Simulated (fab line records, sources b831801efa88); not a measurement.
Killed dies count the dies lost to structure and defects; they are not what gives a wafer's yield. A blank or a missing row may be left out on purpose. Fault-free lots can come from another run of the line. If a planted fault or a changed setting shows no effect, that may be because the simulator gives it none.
Which of the tools did it?	flow sky130	11 lots, 33 wafers sampled, at 5 steps of a route of 708

## WHAT THE GAUGES SHOWED, per wafer
SKY_VIA3_THK_MEAS_01. Usual: VIA3_HDPCVD_THK gives 1638 nm (standard deviation 21).
lot	measured	on	VIA3_HDPCVD_THK (nm)	flag
L571	day 38 14:23	film metro-04	1637 1609 1644	
L572	day 38 19:03	film metro-01	1677 1670 1666	
L573	day 38 22:08	film metro-04	1651 1647 1636	
L574	day 39 07:26	film metro-01	1602 1606 1622	
L575	day 39 20:22	film metro-04	1582 1609 1615	
L576	day 40 02:51	film metro-01	1665 1681 1650	
L585	day 42 19:05	film metro-01	1288 1275 1250	OFF
L586	day 42 21:38	film metro-01	1255 1254 1265	OFF
L590	day 44 01:11	film metro-03	1672 1684 1645	
L591	day 44 10:47	film metro-01	1658 1637 1611	
L592	day 44 11:35	film metro-04	1635 1636 1645	

SKY_VIA3_OVL_MEAS_13. Usual: VIA3_OVL gives 2 nm (standard deviation 5.2).
lot	measured	on	VIA3_OVL (nm)	flag
L571	day 39 15:48	overlay-01	7 7 7	
L572	day 39 20:20	overlay-02	3 2 12	
L573	day 39 22:15	overlay-01	8 10 2	
L574	day 40 06:41	overlay-02	9 3 4	
L575	day 40 21:37	overlay-02	-1 -1 5	
L576	day 41 03:38	overlay-02	1 3 5	
L585	day 43 18:29	overlay-01	-2 2 -2	
L586	day 43 20:30	overlay-02	4 9 5	
L590	day 45 00:12	overlay-01	9 11 9	
L591	day 45 08:50	overlay-01	11 8 9	
L592	day 45 09:57	overlay-01	-2 -1 -3	

## EACH LOT AND THE TOOL THAT RAN IT (in order: tool; ch and the chambers of the sampled wafers; start)
lot	SKY_METAL3_ETCH_16	SKY_VIA3_HDPCVD_00	SKY_VIA3_CMP_02
L571	rie metal-02 ch 0,1, day 38 13:18	hdpcvd-02 ch 0,1, day 38 14:11	cmp-01 ch 0,2,3, day 38 14:28
L572	rie metal-02 ch 0,1, day 38 17:58	hdpcvd-01 ch 0,1, day 38 18:52	cmp-02 ch 2,3, day 38 19:08
L573	rie metal-04 ch 0, day 38 21:04	hdpcvd-02 ch 0,1, day 38 21:58	cmp-01 ch 1,3, day 38 22:14
L574	rie metal-02 ch 0,1, day 39 06:22	hdpcvd-02 ch 0,1,2, day 39 07:19	cmp-02 ch 0,1, day 39 07:28
L575	rie metal-01 ch 0,1, day 39 19:19	hdpcvd-02 ch 0,1,2, day 39 20:12	cmp-02 ch 0,1,2, day 39 20:26
L576	rie metal-02 ch 0,1, day 40 01:48	hdpcvd-01 ch 0,1,2, day 40 02:40	cmp-01 ch 1,2,3, day 40 02:53
L585	rie metal-01 ch 0,1, day 42 17:55	hdpcvd-02 ch 0,1, day 42 18:55	cmp-01 ch 1,2,3, day 42 19:17
L586	rie metal-01 ch 0,1, day 42 20:32	hdpcvd-02 ch 0,1,2, day 42 21:28	cmp-01 ch 0,1,3, day 42 21:47
L590	rie metal-02 ch 0, day 43 23:55	hdpcvd-01 ch 0,2, day 44 01:01	cmp-02 ch 0,2,3, day 44 01:20
L591	rie metal-01 ch 1, day 44 09:40	hdpcvd-01 ch 1,2, day 44 10:37	cmp-01 ch 1,2,3, day 44 10:53
L592	rie metal-02 ch 0,1, day 44 10:17	hdpcvd-01 ch 1,2, day 44 11:24	cmp-01 ch 0,1,3, day 44 11:47
- SKY_METAL3_ETCH_16: etches BARC in N2/H2, stops on SiO2, time 88.2 s, target depth 60 nm.
- SKY_VIA3_HDPCVD_00: deposits SiO2, target thk 1635 nm, time 272.5 s.
- SKY_VIA3_CMP_02: polishes SiO2.

## WHAT THE TOOLS THEMSELVES READ (means of the sampled wafers that have a number; where no wafer has one, the mark that the record gives instead)
SKY_METAL3_ETCH_16. Usual: bias w 100.0 W, standard deviation 0.33; drypump motor current A 5.7 A, standard deviation 0.3; oes product au 0.626 a.u., standard deviation 0.0046; throttle valve pct 13.206 %, standard deviation 0.0095.
lot	tool	bias w (W)	drypump motor current A (A)	oes product au (a.u.)	throttle valve pct (%)	flag
L571	rie metal-02	99.8	5.5	0.630	13.211	
L572	rie metal-02	100.0	5.6	0.623	13.204	
L573	rie metal-04	100.1	5.5	0.625	13.197	
L574	rie metal-02	99.9	5.6	0.624	13.207	
L575	rie metal-01	100.0	5.6	0.627	13.211	
L576	rie metal-02	99.9	5.7	0.628	13.201	
L585	rie metal-01	99.7	5.6	0.625	13.205	
L586	rie metal-01	99.7	5.6	0.631	13.208	
L590	rie metal-02	100.1	5.5	0.624	13.212	
L591	rie metal-01	100.3	5.4	0.628	13.210	
L592	rie metal-02	99.8	5.6	0.624	13.210	

SKY_VIA3_HDPCVD_00. Usual: run length s at 300.5 s, with a standard deviation of 0.61.
lot	tool	run length s (s)	flag
L571	hdpcvd-02	301.0	
L572	hdpcvd-01	299.8	
L573	hdpcvd-02	301.4	
L574	hdpcvd-02	300.6	
L575	hdpcvd-02	301.0	
L576	hdpcvd-01	300.3	
L585	hdpcvd-02	238.6	OFF
L586	hdpcvd-02	238.3	OFF
L590	hdpcvd-01	299.6	
L591	hdpcvd-01	300.3	
L592	hdpcvd-01	300.1	

SKY_VIA3_CMP_02. Usual: motor current A at 11.9 A, with a standard deviation of 1.5.
lot	tool	motor current A (A)	flag
L571	cmp-01	11.0	
L572	cmp-02	12.3	
L573	cmp-01	12.5	
L574	cmp-02	11.5	
L575	cmp-02	11.5	
L576	cmp-01	12.9	
L585	cmp-01	12.5	
L586	cmp-01	12.1	
L590	cmp-02	12.2	
L591	cmp-01	12.5	
L592	cmp-01	11.8	

## THE ANSWER, worked out from the rows above alone
Rule: a lot is off if the mean of its wafers that have a number lies more than 3 standard deviations from the usual mean. A lot without any number at a reading at which 4 lots or more have one is off too. Any other lot the step has rows for is counted as sound. The gauges are gone through in route order, then the tools' own readings, and for those a lot's mean is taken as printed above. At the first step where some lot is off, the reading lying furthest off is the one used; lots without a number count as furthest.
Off: L585, L586, at SKY_VIA3_THK_MEAS_01 (VIA3_HDPCVD_THK).
If a tool, at a process step before that reading, ran all the lots that are off and no sound lot after the first of them, it fits. The gauges at SKY_VIA3_THK_MEAS_01 aren't tried: what is off there is off at SKY_VIA3_HDPCVD_00 too, on other tools, and a gauge's error can't cause that. One fits: hdpcvd-02 at SKY_VIA3_HDPCVD_00. A fault onset in the window from L575 (day 39 20:12, its last sound lot) to L585 (day 42 18:55, its first lot off) fits.
The tool's own readings at SKY_VIA3_HDPCVD_00 bear it out: on the lots that are off they differ by more than 5 times the standard deviation of the sound lots' means. run length s reads 238.4 s there against 300.5 s on the sound lots.

## WHAT WAS PUT IN BY THE SIMULATOR
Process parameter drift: hdpcvd-02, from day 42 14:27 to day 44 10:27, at SKY_VIA3_HDPCVD_00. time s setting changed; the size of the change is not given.
Lots struck among those shown: L585, L586. The rule above reached the same finding.
